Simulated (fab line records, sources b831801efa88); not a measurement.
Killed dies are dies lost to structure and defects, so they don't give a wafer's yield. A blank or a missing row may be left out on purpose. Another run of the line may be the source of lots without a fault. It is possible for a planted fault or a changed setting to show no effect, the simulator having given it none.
A struck lot beside a sound one || flow gf180mcu || 15 out of 602 route steps
Sound: wafers L421.1, L421.2, L421.6. Struck: wafers L430.2, L430.4, L430.5. The cause comes at the end.
Per side, at each step with rows, come the tool, then ch with its chambers, and then its first start. Under that, the readings that differ: sound wafers || struck wafers || difference of the means || sigmas: that difference in standard deviations of wafers without a fault.
alike: same words and numbers on both sides, and readings whose means sit less than 2 such deviations apart. not compared: any withheld reading, any reading some wafer has no value for, any bound like >300 that may hide the same value, and any number with overlapping values for which the record gives no deviation.
A row with sigmas, a row that says differs or no value, or rows on one side alone: a step with any of these is where the two part. When numbers do not overlap yet have no deviation, they are printed without sigmas and do not part them. A reading that every wafer of one side lacks parts them only if that side has two wafers or more.

first, 1 step without rows for these wafers: GF_V4_CLEAN_20 (cleans in DIW).
GF_V4_SPUTTER_21: material Ti, target thk 15 nm, time 80.02 s.
  sound on pvd sputter-02, day 24 10:44; struck on pvd sputter-02, day 27 20:04
  alike: throttle valve pct
GF_V4_SPUTTER_22: material TiN, target thk 10 nm, time 40 s.
  sound on pvd sputter-02, day 24 10:47; struck on pvd sputter-02, day 27 20:07
  alike: throttle valve pct
then, 1 step without rows for these wafers: GF_V4_CVD_23 (deposits W, target thk 350 nm, time 104.9 s).
GF_V4_RS_MEAS_24: a four-point-probe measurement.
  sound on film metro-03, day 24 10:56; struck on film metro-01, day 27 20:18
  alike: V4_W_RS
GF_V4_THK_MEAS_25: measures by xrf.
  sound on film metro-03, day 24 11:04; struck on film metro-01, day 27 20:25
  alike: V4_W_THK
then, 1 step without rows for these wafers: GF_V4_CMP_26 (polishes, stops on SiO2, t overpolish 15 s, target thk 0 nm).
GF_MIM_SPUTTER_00: material Ti, target thk 37.5 nm, time 150 s.
  sound on pvd sputter-02, day 24 11:25; struck on pvd sputter-01, day 27 20:53
  alike: throttle valve pct
GF_MIM_SPUTTER_01: material TiN, target thk 30 nm, time 25 s.
  sound on pvd sputter-02, day 24 11:31; struck on pvd sputter-01, day 27 20:59
  alike: throttle valve pct
then, 1 step without rows for these wafers: GF_MIM_SPUTTER_02 (material AlCu, target thk 450 nm, time 23.9 s).
GF_MIM_SPUTTER_03: material Ti, target thk 10 nm, time 6.7 s.
  sound on pvd sputter-02, day 24 11:35; struck on pvd sputter-01, day 27 21:02
  alike: throttle valve pct
then, 1 step without rows for these wafers: GF_MIM_SPUTTER_04 (material TiN, target thk 50 nm, time 41.7 s).
GF_MIM_CVD_05: deposits Si3N4, target thk 42 nm, time 29.086 s.
  sound on pecvd-01 ch 0,1,2, day 24 11:38; struck on pecvd-02 ch 0,1,2, day 27 21:18
  alike: heater power outer w, heater power w
GF_MIM_THK_MEAS_06:
  sound on film metro-02, day 24 11:41; struck on film metro-04, day 27 21:38
{"reading": "MIM_CVD_05_THK (nm)", "sound": "41.6 41.9 42.7", "struck": "84.2 85.1 85.5", "difference": "+42.9", "sigmas": "+78"}
GF_PASSIVATION_PROBE_99:
  the record has rows for the sound wafers here (prober-02, day 29 01:58) and none for the struck ones

## WHERE THEY PART
First at GF_MIM_THK_MEAS_06; last, within this record, at GF_PASSIVATION_PROBE_99.

WHY: what the simulator had put in
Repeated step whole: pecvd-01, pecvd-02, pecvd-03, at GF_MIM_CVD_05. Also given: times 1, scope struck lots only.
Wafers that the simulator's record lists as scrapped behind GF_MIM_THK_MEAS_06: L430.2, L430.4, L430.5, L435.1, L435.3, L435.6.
